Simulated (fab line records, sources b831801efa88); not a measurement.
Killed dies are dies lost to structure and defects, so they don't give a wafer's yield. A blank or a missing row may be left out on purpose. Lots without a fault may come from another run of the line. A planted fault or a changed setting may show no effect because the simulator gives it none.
A struck lot beside a sound one | flow sky130 | 33 steps out of a route of 708
Sound: wafers L296.2, L296.4, L296.5. Struck: wafers L290.2, L290.4, L290.6. The cause comes at the end.
At each step with rows: each side's tool, then ch and its chambers, then its first start. Under that, the readings that differ: sound wafers | struck wafers | difference of the means | sigmas: that difference in standard deviations of wafers without a fault.
alike: readings whose means differ by less than 2 such deviations, and words and numbers that are the same on both sides. not compared: withheld readings, readings that some wafer has no value for, bounds like >300 that may hide the same value, and numbers for which the record gives no deviation and whose values overlap.
The two part at a step that has a row with sigmas, a row that says differs or no value, or rows on one side only. Numbers that don't overlap but have no deviation are shown without sigmas and don't part them. A reading that every wafer of one side lacks parts them only if that side has two wafers or more.

first, 9 steps without rows for these wafers: SKY_SONOS_TUNNEL_COAT_02 (resist thk 1140 nm); SKY_SONOS_TUNNEL_SOFTBAKE_03 (time 60 s); SKY_SONOS_TUNNEL_EXPOSE_04 (exposes mask TUNM, target cd 410 nm); SKY_SONOS_TUNNEL_PEB_05; SKY_SONOS_TUNNEL_DEVELOP_06 (develop time 60 s); SKY_SONOS_TUNNEL_IMPLANT_09; SKY_SONOS_TUNNEL_WET_ETCH_10 (etches SiO2 in dHF, target depth 14 nm, time 280 s); SKY_SONOS_TUNNEL_STRIP_11 (strips in SPM, time 600 s); SKY_SONOS_TUNNEL_CLEAN_13 (cleans in dHF, time 20 s).
SKY_SONOS_ONO_OXIDATION_00: stabilise 600 s, purge 300 s, target thk 2.6 nm.
  sound on furnace-02 ch 0, day 16 06:47; struck on furnace-01 ch 0, day 14 08:42
  reading                  | sound          | struck         | difference | sigmas
  zone_power_upper_pct (%) | 11.5 11.6 11.5 | 14.6 14.3 14.3 | +2.9       | +2
  alike: ox_temp_c_max, ramp_up_c_per_min, spike_tc_centre_C, zone_power_bottom_pct, zone_power_lower_pct, zone_power_top_pct
then, 22 steps without rows for these wafers: SKY_SONOS_ONO_CVD_02 (deposits Si3N4 from DCS/NH3, target thk 10.5 nm, time 180 s); SKY_SONOS_ONO_CVD_04 (deposits SiO2 from SiH4/N2O, target thk 5.7199 nm); SKY_SONOS_ONO_DEHYDRATE_06 (time 60 s); SKY_SONOS_ONO_HMDS_07 (prime time 60 s); SKY_SONOS_ONO_COAT_08 (resist thk 1140 nm); SKY_SONOS_ONO_SOFTBAKE_09 (time 60 s); SKY_SONOS_ONO_EXPOSE_10 (exposes mask ONOM, target cd 410 nm); SKY_SONOS_ONO_PEB_11; SKY_SONOS_ONO_DEVELOP_12 (develop time 60 s); SKY_SONOS_ONO_ETCH_15 (etches the open film in CHF3/O2, target depth 19.52 nm, time 7.8 s); SKY_SONOS_ONO_WET_ETCH_16 (etches SiO2 in dHF, target depth 14 nm, time 280 s); SKY_SONOS_ONO_STRIP_17 (strips in O2/N2); SKY_SONOS_ONO_WET_ETCH_18 (etches Si3N4 in H3PO4, target depth 15 nm, time 172 s); SKY_GATE_OXIDE_CLEAN_00 (cleans in SC1/SC2, time 150 s); SKY_GATE_OXIDE_OXIDATION_01 (stabilise 600 s, purge 300 s, target thk 10.268 nm); SKY_GATE_OXIDE_DEHYDRATE_03 (time 60 s); SKY_GATE_OXIDE_HMDS_04 (prime time 60 s); SKY_GATE_OXIDE_COAT_05 (resist thk 1140 nm); SKY_GATE_OXIDE_SOFTBAKE_06 (time 60 s); SKY_GATE_OXIDE_EXPOSE_07 (exposes mask LVOM, target cd 600 nm); SKY_GATE_OXIDE_PEB_08; SKY_GATE_OXIDE_DEVELOP_09 (develop time 60 s).
-- the record jumps here: 34 days lie between the struck wafers' starts before and after (it left off in module GATE_OXIDE and takes up again in module PAD_OPEN, whose first step shown is number 708 of the route) --
SKY_PAD_OPEN_PROBE_99:
  sound on prober-01, day 49 10:49; struck on prober-02, day 48 00:43
  reading                                           | sound                | struck               | difference | sigmas
  killed_at_M0_to_M3                                | 33 39 38             | 51 53 64             | +19        | +3
  model.etest.cap_ono.gate_bv_v (V)                 | 16.15 16.32 16.56    | 7.516 7.633 7.701    | -8.727     |
  model.etest.cap_thick_oxide.gate_bv_v (V)         | 14.77 14.89 14.95    | 8.746 8.736 8.899    | -6.076     |
  model.etest.cap_thin_oxide.gate_log10_a_cm2       | -7.221 -6.713 -7.007 | -3.305 -3.332 -3.277 | +3.676     |
  model.etest.diode_nwell_sub.leak_log10_a_cm2      | -7.497 -7.173 -7.189 | -5.686 -5.789 -5.591 | +1.598     |
  model.etest.diode_dnwell_sub.leak_log10_a_cm2     | -7.222 -7.582 -6.88  | -5.723 -5.817 -5.981 | +1.388     |
  model.etest.cap_thin_oxide.gate_bv_v (V)          | 6.902 6.909 6.915    | 5.381 5.396 5.271    | -1.559     |
  model.etest.diode_pwell_dnwell.leak_log10_a_cm2   | -7.848 -7.373 -7.583 | -6.166 -5.827 -6.081 | +1.577     |
  model.etest.diode_ndiff_pwell_hv.leak_log10_a_cm2 | -6.854 -6.494 -6.713 | -5.684 -5.569 -5.758 | +1.017     |
  alike: killed_at_M4_up, killed_at_contacts, killed_at_front_end, killed_at_other, killed_dies, killed_open, killed_short

WHERE THEY PART
First at SKY_SONOS_ONO_OXIDATION_00; last, within this record, at SKY_PAD_OPEN_PROBE_99.

WHY: what the simulator had put in
Metallic contamination source: furnace-01, from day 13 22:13 on, at SKY_SONOS_ONO_OXIDATION_00. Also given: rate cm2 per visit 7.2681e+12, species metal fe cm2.
